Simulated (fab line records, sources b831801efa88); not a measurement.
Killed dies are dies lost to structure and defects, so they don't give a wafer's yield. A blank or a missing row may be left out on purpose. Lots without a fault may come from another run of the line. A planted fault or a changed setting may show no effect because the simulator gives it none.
Which tool did it? | flow gf180mcu | 14 lots, 42 wafers sampled, at 5 steps of a route of 602

WHAT THE GAUGES READ, wafer by wafer
GF_DUAL_GATE_OVL_MEAS_11.
lot  | measured     | on         | DUAL_GATE_OVL (nm)
L663 | day 8 08:06  | overlay-02 | 0.1 -1.0 -2.1
L664 | day 8 13:47  | overlay-02 | 0.3 1.8 -0.6
L666 | day 9 08:35  | overlay-01 | -0.1 -1.4 0.9
L667 | day 9 13:32  | overlay-01 | 0.6 -0.6 1.1
L668 | day 9 22:25  | overlay-02 | -0.5 -0.8 0.7
L669 | day 10 02:50 | overlay-02 | 1.5 2.2 0.1
L670 | day 10 07:17 | overlay-02 | 0.7 -1.2 1.7
L671 | day 10 15:55 | overlay-02 | 3.2 3.0 2.4
L673 | day 11 08:40 | overlay-02 | -0.1 1.5 0.1
L676 | day 12 04:58 | overlay-01 | -0.4 -0.8 -0.4
L679 | day 13 02:01 | overlay-02 | 0.5 -0.4 0.8
L682 | day 13 19:49 | overlay-01 | 0.3 -1.1 0.9
L685 | day 14 18:32 | overlay-02 | -0.8 0.6 2.4
L686 | day 14 23:52 | overlay-02 | -1.1 -0.7 1.0

GF_HV_LDD_CD_MEAS_19: target cd 400 nm.
lot  | measured     | on        | cd_nm (nm)
L663 | day 10 17:11 | cd_sem-02 | 400.2 399.7 398.7
L664 | day 10 23:39 | cd_sem-01 | 400.5 399.1 399.8
L666 | day 11 22:16 | cd_sem-01 | 396.9 395.6 397.4
L667 | day 12 04:56 | cd_sem-01 | 402.9 400.9 401.1
L668 | day 12 12:08 | cd_sem-02 | 398.4 397.7 399.9
L669 | day 12 17:05 | cd_sem-01 | 398.7 397.8 398.3
L670 | day 12 23:57 | cd_sem-02 | 396.3 396.2 395.7
L671 | day 13 09:14 | cd_sem-02 | 397.1 399.9 396.7
L673 | day 14 00:49 | cd_sem-01 | 397.6 396.2 398.4
L676 | day 15 00:34 | cd_sem-01 | 402.8 402.0 402.0
L679 | day 16 01:16 | cd_sem-02 | 397.7 400.8 398.9
L682 | day 16 18:26 | cd_sem-02 | 406.3 405.0 404.7
L685 | day 17 20:07 | cd_sem-02 | 400.7 402.6 398.7
L686 | day 18 01:45 | cd_sem-01 | 396.4 398.9 397.0

GF_HV_LDD_OVL_MEAS_20.
lot  | measured     | on         | HV_LDD_01_OVL (nm)
L663 | day 10 17:16 | overlay-01 | -1.3 -4.6 -2.1
L664 | day 10 23:44 | overlay-02 | -1.1 -2.2 -1.8
L666 | day 11 22:23 | overlay-02 | 0.1 0.5 0.1
L667 | day 12 05:03 | overlay-02 | -0.8 -0.7 0.6
L668 | day 12 12:15 | overlay-01 | -2.5 -2.8 -3.3
L669 | day 12 17:11 | overlay-02 | -0.4 0.5 -0.6
L670 | day 13 00:03 | overlay-02 | -1.6 -1.9 -1.6
L671 | day 13 09:20 | overlay-02 | 0.8 -0.1 -1.0
L673 | day 14 00:55 | overlay-02 | -1.0 0.2 -0.4
L676 | day 15 00:41 | overlay-01 | -0.5 -1.0 -0.9
L679 | day 16 01:23 | overlay-02 | 1.9 0.4 1.0
L682 | day 16 18:32 | overlay-01 | -0.5 -2.2 0.2
L685 | day 17 20:11 | overlay-01 | -1.9 -4.0 -3.0
L686 | day 18 01:51 | overlay-01 | -1.3 -2.8 -1.3

GF_HV_LDD_RS_MEAS_53: measures by four-point-probe.
lot  | measured     | on            | HV_LDD_RS (ohm/sq)
L663 | day 12 07:31 | film_metro-01 | 419.2 421.1 419.0
L664 | day 12 14:47 | film_metro-04 | 419.2 419.9 419.5
L666 | day 13 14:35 | film_metro-03 | 418.6 419.2 418.4
L667 | day 13 21:59 | film_metro-04 | 418.4 418.0 419.4
L668 | day 14 06:16 | film_metro-04 | 418.0 419.6 420.0
L669 | day 14 10:32 | film_metro-03 | 418.3 416.0 418.2
L670 | day 14 18:22 | film_metro-03 | 416.2 416.9 416.9
L671 | day 15 04:07 | film_metro-04 | 420.3 418.8 419.6
L673 | day 15 21:27 | film_metro-04 | 418.1 419.7 418.7
L676 | day 16 22:19 | film_metro-03 | - - -
L679 | day 17 23:56 | film_metro-04 | - - -
L682 | day 18 18:34 | film_metro-01 | 417.7 419.1 417.9
L685 | day 19 22:19 | film_metro-04 | 419.9 418.5 420.0
L686 | day 20 03:05 | film_metro-03 | 418.4 417.9 417.5

WHICH TOOL RAN EACH LOT (tool, then ch and the chambers of the sampled wafers, then the start)
lot  | GF_HV_LDD_IMPLANT_35
L663 | implanter-01 ch 0, day 11 11:50
L664 | implanter-03 ch 0, day 11 18:46
L666 | implanter-03 ch 0, day 12 18:25
L667 | implanter-03 ch 0, day 13 01:31
L668 | implanter-03 ch 0, day 13 08:55
L669 | implanter-04 ch 0, day 13 13:11
L670 | implanter-03 ch 0, day 13 20:35
L671 | implanter-04 ch 0, day 14 06:14
L673 | implanter-01 ch 0, day 14 22:49
L676 | implanter-03 ch 0, day 15 23:07
L679 | implanter-03 ch 0, day 17 00:02
L682 | implanter-04 ch 0, day 17 17:53
L685 | implanter-04 ch 0, day 18 20:59
L686 | implanter-04 ch 0, day 19 02:13
- GF_HV_LDD_IMPLANT_35

WHAT THE TOOLS THEMSELVES READ (means of the sampled wafers that have a number; where no wafer has one, the mark that the record gives instead)
GF_HV_LDD_IMPLANT_35.
lot  | tool         | beam_energy_keV | tilt_deg (degrees)
L663 | implanter-01 | 60.007          | 30.020
L664 | implanter-03 | 60.003          | 29.996
L666 | implanter-03 | 59.983          | 30.005
L667 | implanter-03 | 60.005          | 29.994
L668 | implanter-03 | 60.001          | 30.000
L669 | implanter-04 | 60.004          | 29.962
L670 | implanter-03 | 59.976          | 29.983
L671 | implanter-04 | 60.004          | 30.038
L673 | implanter-01 | 60.015          | 30.021
L676 | implanter-03 | 60.013          | 29.989
L679 | implanter-03 | 60.003          | 29.997
L682 | implanter-04 | 60.007          | 29.989
L685 | implanter-04 | 60.001          | 30.050
L686 | implanter-04 | 60.025          | 29.978

THE ANSWER, worked out from the rows above alone
Rule: what is usual is taken from the lots themselves. Put in order of their means at a reading, lots are off if they are a third of the lots or fewer, leave a main group of 4 or more, and stand apart from it by a gap of 3 or more times the standard deviation of the main group's means; of several such gaps the widest counts. A main group whose means are all the same, to the digits that the tables above print for the reading, isn't used. A lot without any number at a reading at which 4 lots or more have one is off too. The other lots that the step has rows for count as sound. The gauges are gone through in route order, then the tools' own readings, and for those a lot's mean is taken as printed above. The first step at which some lot is off is used, and at that step the reading that is off furthest; a lot without a number counts as furthest.
Off: L676, L679, at GF_HV_LDD_RS_MEAS_53 (HV_LDD_RS). Without a number there: L676, L679. The main group: mean 418.7 ohm/sq, standard deviation 0.9.
A tool fits if, at a process step before that reading, it ran every lot that is off, and no sound lot after the first of them. The gauges at GF_HV_LDD_RS_MEAS_53 are tried like those tools. One fits: implanter-03 at GF_HV_LDD_IMPLANT_35. Its last sound lot is L670 (day 13 20:35), its first lot that is off L676 (day 15 23:07): a fault that began between those two fits.

WHAT THE SIMULATOR HAD PUT IN
Process parameter drift: implanter-03, from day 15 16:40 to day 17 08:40, at GF_HV_LDD_IMPLANT_35. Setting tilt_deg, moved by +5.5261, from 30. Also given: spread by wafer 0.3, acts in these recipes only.
Lots struck among those shown: L676, L679. The rule above found the same.
